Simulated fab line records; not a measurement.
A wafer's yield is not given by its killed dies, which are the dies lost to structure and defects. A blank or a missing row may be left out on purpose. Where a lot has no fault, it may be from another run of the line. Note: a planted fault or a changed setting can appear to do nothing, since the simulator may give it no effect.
A lot that was struck, set against a sound lot | flow gf180mcu | 20 out of 602 route steps
Sound: the wafers L142.1, L142.2, L142.4. Wafers L146.2, L146.3, L146.4 were the ones struck. At the end, the cause is stated.
Each step with rows lists, per side, the tool, then ch with its chambers, then its first start. Under that, the readings that differ: sound wafers | struck wafers | difference of the means | sigmas: that difference in standard deviations of wafers without a fault.
alike: readings whose means differ by less than 2 such deviations, and words and numbers that are the same on both sides. not compared: withheld readings, readings that some wafer has no value for, bounds like >300 that may hide the same value, and numbers for which the record gives no deviation and whose values overlap.
A row with sigmas, a row that says differs or no value, or rows on one side alone: a step with any of these is where the two part. When numbers do not overlap yet have no deviation, they are printed without sigmas and do not part them. A reading that every wafer of one side lacks parts them only if that side has two wafers or more.

first, 1 step without rows for these wafers: GF_V4_CVD_00 (deposits SiO2, target thk 600 nm, time 100 s).
GF_V4_THK_MEAS_01:
  sound on film-metro-04, day 26 02:54; struck on film-metro-01, day 27 03:10
  alike: V4_CVD_00_THK
GF_V4_CVD_02: deposits SiO2 from TEOS, target thk 850 nm, time 94.851 s.
  sound on pecvd-03 ch 0,1,2, day 26 02:58; struck on pecvd-03 ch 0,1, day 27 03:13
  alike: heater-power-w
GF_V4_THK_MEAS_03:
  sound on film-metro-04, day 26 03:02; struck on film-metro-04, day 27 03:18
  alike: V4_CVD_02_THK
GF_V4_CMP_04: polishes SiO2.
  sound on cmp-02 ch 1,2,3, day 26 03:05; struck on cmp-02 ch 0,1,3, day 27 03:29
  alike: motor-current-A, time-to-endpoint-s
GF_V4_BOW_MEAS_05:
  sound on film-metro-01, day 26 03:23; struck on film-metro-01, day 27 03:46
  alike: V4_BOW
then, 6 steps without rows for these wafers: GF_V4_DEHYDRATE_06 (time 60 s); GF_V4_HMDS_07 (prime time 60 s); GF_V4_COAT_08; GF_V4_COAT_09 (resist thk 1000 nm); GF_V4_SOFTBAKE_10 (time 60 s); GF_V4_EXPOSE_11 (exposes mask Via4, target cd 260 nm).
GF_V4_PEB_12: peb time 90 s.
  sound on litho-track-02 ch 0, day 27 00:08; struck on litho-track-02 ch 0, day 27 23:01
  reading                  | sound             | struck            | difference | sigmas
  heater-power-total-W (W) | 85.53 85.76 85.62 | 93.93 93.79 93.96 | +8.26      | +97
then, 1 step without rows for these wafers: GF_V4_DEVELOP_13 (develop time 60 s).
GF_V4_CD_MEAS_14 targets a cd of 260 nm.
  sound on cd-sem-02, day 27 00:29; struck on cd-sem-01, day 27 23:21
  reading    | sound             | struck            | difference | sigmas
  cd-nm (nm) | 263.5 262.8 262.8 | 250.4 251.7 252.3 | -11.6      | -10
GF_V4_OVL_MEAS_15:
  sound on overlay-01, day 27 00:36; struck on overlay-01, day 27 23:27
  alike: V4_OVL
GF_V4_ETCH_16: etches BARC in N2/H2.
  sound on rie-diel-01 ch 0,2,3, day 27 00:38; struck on rie-diel-01 ch 1,2,3, day 27 23:29
  reading             | sound             | struck          | difference | sigmas
  model.V4.cd-nm (nm) | 262.3 264.2 263.3 | 251.7 253 250.6 | -11.5      |
  alike: chamber-pressure-mTorr, drypump-motor-current-A, h2-flow-sccm, oes-product-au, throttle-valve-pct
GF_V4_ETCH_17: etches SiO2 in C4F8/O2/Ar, stops on TiN, target depth 630 nm.
  sound on rie-diel-01 ch 0,2,3; struck on rie-diel-01 ch 1,2,3
  reading             | sound             | struck          | difference | sigmas
  model.V4.cd-nm (nm) | 262.4 263.9 262.5 | 251.7 253 250.3 | -11.3      |
  alike: chamber-pressure-mTorr, oes-product-au
GF_V4_STRIP_18: strips in O2/N2.
  sound on plasma-asher-03 ch 0,1, day 27 00:46; struck on plasma-asher-01 ch 0,1, day 27 23:37
  alike: chamber-pressure-mTorr, drypump-motor-current-A, heater-power-w, oes-product-au
  not compared: rf-hours-counter-h
GF_PASSIVATION_PROBE_99:
  the record holds rows for the sound wafers here (prober-02, day 31 10:15) but none for the struck ones

WHERE THEY PART
At GF_V4_PEB_12 first; at GF_PASSIVATION_PROBE_99 last (within this record only).

WHY: what had been put in by the simulator
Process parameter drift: litho-track-02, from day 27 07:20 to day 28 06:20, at GF_V4_PEB_12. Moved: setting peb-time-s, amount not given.
